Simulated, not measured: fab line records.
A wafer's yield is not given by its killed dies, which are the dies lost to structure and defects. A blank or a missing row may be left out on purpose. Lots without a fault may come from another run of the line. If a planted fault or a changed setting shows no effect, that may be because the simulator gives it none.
Which tool did it? | flow gf180mcu | 18 wafers from 6 lots sampled at 2 of the route's 602 steps

WHAT THE GAUGES READ, wafer by wafer
GF_VT_IMPLANT_RS_MEAS_46: measurement is done with a four-point probe.
lot  | measured     | on            | MVSD_RS (ohm/sq)
L196 | day 8 14:45  | film-metro-04 | 456.3 455.5 456.2
L199 | day 9 14:14  | film-metro-04 | 455.7 455.2 456.1
L201 | day 10 03:43 | film-metro-01 | 410.1 409.9 411.2
L204 | day 11 03:57 | film-metro-01 | 410.7 410.2 409.9
L211 | day 12 23:04 | film-metro-04 | 456.6 456.8 455.6
L215 | day 14 03:02 | film-metro-03 | 458.6 458.9 457.8

EACH LOT AND THE TOOL THAT RAN IT (in order: tool; ch and the chambers of the sampled wafers; start)
lot  | GF_MVSD_IMPLANT_09
L196 | implanter-04 ch 0, day 5 08:11
L199 | implanter-03 ch 0, day 6 04:28
L201 | implanter-03 ch 0, day 6 14:33
L204 | implanter-03 ch 0, day 7 11:08
L211 | implanter-04 ch 0, day 9 01:11
L215 | implanter-04 ch 0, day 10 01:40
- GF_MVSD_IMPLANT_09

THE ANSWER, worked out from the rows above alone
Rule: what is usual is taken from the lots themselves. The widest of any qualifying gaps counts: lots, ordered by their means at a reading, are off when they make up no more than a third of the lots, leave a main group of 4 or more, and stand apart from it by 3 or more times the standard deviation of that group's means. If all means in a main group match to the digits the tables above print for the reading, that group is not used. A lot without any number at a reading at which 4 lots or more have one is off too. All remaining lots with rows at the step are treated as sound.
Off: L201, L204, at GF_VT_IMPLANT_RS_MEAS_46 (MVSD_RS). Main group: mean 456.6 ohm/sq, sd 1.1.
If a tool, at a process step before that reading, ran all the lots that are off and no sound lot after the first of them, it fits. The gauges at GF_VT_IMPLANT_RS_MEAS_46 are tried like those tools. Undecided on this evidence; 2 tools fit (implanter-03 at GF_MVSD_IMPLANT_09, film-metro-01 at GF_VT_IMPLANT_RS_MEAS_46).

WHAT WAS PUT IN BY THE SIMULATOR
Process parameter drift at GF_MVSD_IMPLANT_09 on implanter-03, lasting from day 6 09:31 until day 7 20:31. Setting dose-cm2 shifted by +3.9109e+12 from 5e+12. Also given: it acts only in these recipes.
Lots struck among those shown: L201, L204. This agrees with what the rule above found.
